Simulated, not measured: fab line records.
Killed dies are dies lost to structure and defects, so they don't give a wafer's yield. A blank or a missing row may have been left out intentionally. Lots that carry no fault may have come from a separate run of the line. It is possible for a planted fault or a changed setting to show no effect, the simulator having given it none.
Which tool did it? ; flow gf180mcu ; route of 602 steps, sampled at 1 step: 6 lots, 18 wafers

## WHAT EACH GAUGE READ, for each wafer
GF_V2_RS_MEAS_24: measures by four-point-probe.
lot;measured;on;V2_W_RS (ohm/sq)
L254;day 21 08:13;film-metro-04;0.327 0.325 0.323
L259;day 23 02:04;film-metro-01;0.320 0.323 0.321
L264;day 24 21:56;film-metro-01;0.325 0.330 0.330
L266;day 25 10:50;film-metro-03;0.328 0.334 0.326
L268;day 25 22:43;film-metro-03;0.329 0.328 0.325
L275;day 28 02:02;film-metro-01;0.322 0.332 0.321

## TOOL THAT RAN EACH LOT (tool first, then ch and the chambers of the sampled wafers, then the start)
No process step before these readings appears in the record.

## THE ANSWER, worked out from the rows above alone
Rule: usual is defined by the lots themselves. The widest of any qualifying gaps counts: lots, ordered by their means at a reading, are off when they make up no more than a third of the lots, leave a main group of 4 or more, and stand apart from it by 3 or more times the standard deviation of that group's means. The tables above print the reading to a certain number of digits; a main group whose means all agree to those digits is not used. Also off: a lot with no number at a reading for which 4 or more lots have one. All remaining lots with rows at the step are treated as sound.
None of the lots is off at any reading shown; this tells nothing.

## WHAT HAD BEEN PUT IN BY THE SIMULATOR
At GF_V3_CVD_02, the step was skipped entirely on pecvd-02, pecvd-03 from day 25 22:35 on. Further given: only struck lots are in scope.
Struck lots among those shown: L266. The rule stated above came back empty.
